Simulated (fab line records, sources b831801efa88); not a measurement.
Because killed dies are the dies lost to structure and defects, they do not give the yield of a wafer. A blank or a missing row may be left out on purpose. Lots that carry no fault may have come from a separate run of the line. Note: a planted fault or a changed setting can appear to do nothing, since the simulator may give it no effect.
Chamber matching ; flow sky130 ; 4 sister chambers for SKY_VIA1_ETCH_15 on rieDiel-02
The step etches SiO2 in C4F8/O2/Ar, stops on TiN, target depth 351 nm, time 54 s. 4 wafers are shown with their chamber, then 10 later ones without.

== WAFERS, EACH WITH ITS CHAMBER ==
wafer;chamber;biasW (W)
L077.5;1;1197
L084.1;2;1200
L087.1;3;1200
L087.2;0;1207

== WAFERS MISSING THEIR CHAMBER ==
wafer;biasW (W)
L087.4;1207
L089.3;1204
L089.4;1199
L089.5;1201
L092.2;1206
L092.5;1204
L092.6;1197
L093.2;1202
L093.3;1202
L093.5;1196

== WHICH CHAMBER EACH WENT THROUGH ==
wafer;from the rows above;in truth
L087.4;0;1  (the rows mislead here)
L089.3;can't be placed: 0 or 2 or 3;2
L089.4;can't be placed: 2 or 3 or 1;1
L089.5;can't be placed: 2 or 3 or 1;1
L092.2;0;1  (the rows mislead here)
L092.5;can't be placed: 0 or 2 or 3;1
L092.6;can't be placed: 1 or 2 or 3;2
L093.2;can't be placed: 2 or 3 or 0 or 1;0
L093.3;can't be placed: 2 or 3 or 0 or 1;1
L093.5;can't be placed: 1 or 2 or 3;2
Correctly placed: 0 of 10. Cannot be placed on the basis of these rows: 8; the candidates contain the true chamber in 7. Wrongly placed: 2.
How it was worked out, from the rows above alone: a wafer's distance from a chamber is the root of the sum, over the readings, of the square of ((its reading less the chamber's mean) divided by the reading's scatter). The wafer belongs to the nearest chamber; if the next one is less than 2 further off, it can't be placed. The mean given for a chamber averages the wafers shown for that chamber. The scatter: with one shown wafer a chamber, the root of the mean of the squares of how far each hidden wafer lies from its nearest shown one.
